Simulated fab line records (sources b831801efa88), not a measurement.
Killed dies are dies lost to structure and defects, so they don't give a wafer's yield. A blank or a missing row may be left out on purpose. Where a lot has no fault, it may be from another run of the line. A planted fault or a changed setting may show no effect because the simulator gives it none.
One fault seen from 2 desks / flow sky130 / every desk sees just its own numbers, and what lay behind them comes last

FROM THE METROLOGY DESK
What the gauges read, lot by lot, whatever tool the lot ran on: means of the sampled wafers that have a number. Any lot whose mean is over 4 standard deviations away from the usual mean is out of limits and marked OUT; that distance is given in the brackets.
Columns: A = VIA3_W_RS at SKY_VIA3_RS_MEAS_22, usual 0.2935 ohm/sq; B = CAP2M_OVL at SKY_CAP2M_OVL_MEAS_12, usual -0.9 nm; C = cdNm at SKY_METAL4_CD_MEAS_13, usual 299.9 nm
lot=L123; first seen here=day 39 09:44; A=0.2933; B=-0.7; C=298.3
lot=L124; first seen here=day 39 23:17; A=0.2910; B=-0.9; C=299.7
lot=L125; first seen here=day 40 02:17; A=0.2941; B=0.9; C=300.1
lot=L127; first seen here=day 40 23:08; A=0.2951; B=-1.8; C=298.4
lot=L131; first seen here=day 42 06:41; A=0.2945; B=0.9; C=299.8
lot=L134; first seen here=day 42 23:07; A=0.2933; B=-2.5; C=298.8
lot=L135; first seen here=day 43 07:01; A=0.2957; B=0.5; C=300.1
lot=L136; first seen here=day 43 13:38; A=0.2915; B=-1.6; C=299.9
lot=L141; first seen here=day 44 17:53; A=0.2940; B=-1.4; C=302.5
lot=L140; first seen here=day 44 20:38; A=0.2893; B=-1.2; C=299.0
lot=L143; first seen here=day 45 10:47; A=0.2913; B=-3.5; C=299.5
lot=L146; first seen here=day 45 19:58; A=0.2936; B=-2.1; C=299.2
This desk's verdict: no lot among the 12 shows anything out of limits.

DESK OF THE TOOL OWNER: pvdSputter-03
The tool's own readings at SKY_METAL5_SPUTTER_00 (material Ti, target thk 15 nm, time 10 s): means of the sampled wafers that have a number, for each lot that ran on this tool. Any lot whose mean is over 4 standard deviations away from the usual mean is out of limits and marked OUT; that distance is given in the brackets.
Columns: A = chamberPressurePa at SKY_METAL5_SPUTTER_00, usual 0.4001 Pa; B = throttleValvePct at SKY_METAL5_SPUTTER_00, usual 30.3 %
lot=L123; first seen here=day 42 14:59; A=0.4007; B=30.5
lot=L124; first seen here=day 43 03:34; A=0.3995; B=30.1
lot=L125; first seen here=day 43 06:04; A=0.3989; B=30.3
lot=L127; first seen here=day 44 01:08; A=0.3998; B=30.4
lot=L131; first seen here=day 45 07:55; A=0.3997; B=30.3
lot=L134; first seen here=day 45 21:41; A=0.3992; B=30.9
This desk's verdict: no lot among the 6 shows anything out of limits.

ALL TOGETHER
Nothing out of limits was seen by the metrology desk.
The tool owner's desk saw nothing out of limits.

WHAT HAD BEEN PUT IN BY THE SIMULATOR
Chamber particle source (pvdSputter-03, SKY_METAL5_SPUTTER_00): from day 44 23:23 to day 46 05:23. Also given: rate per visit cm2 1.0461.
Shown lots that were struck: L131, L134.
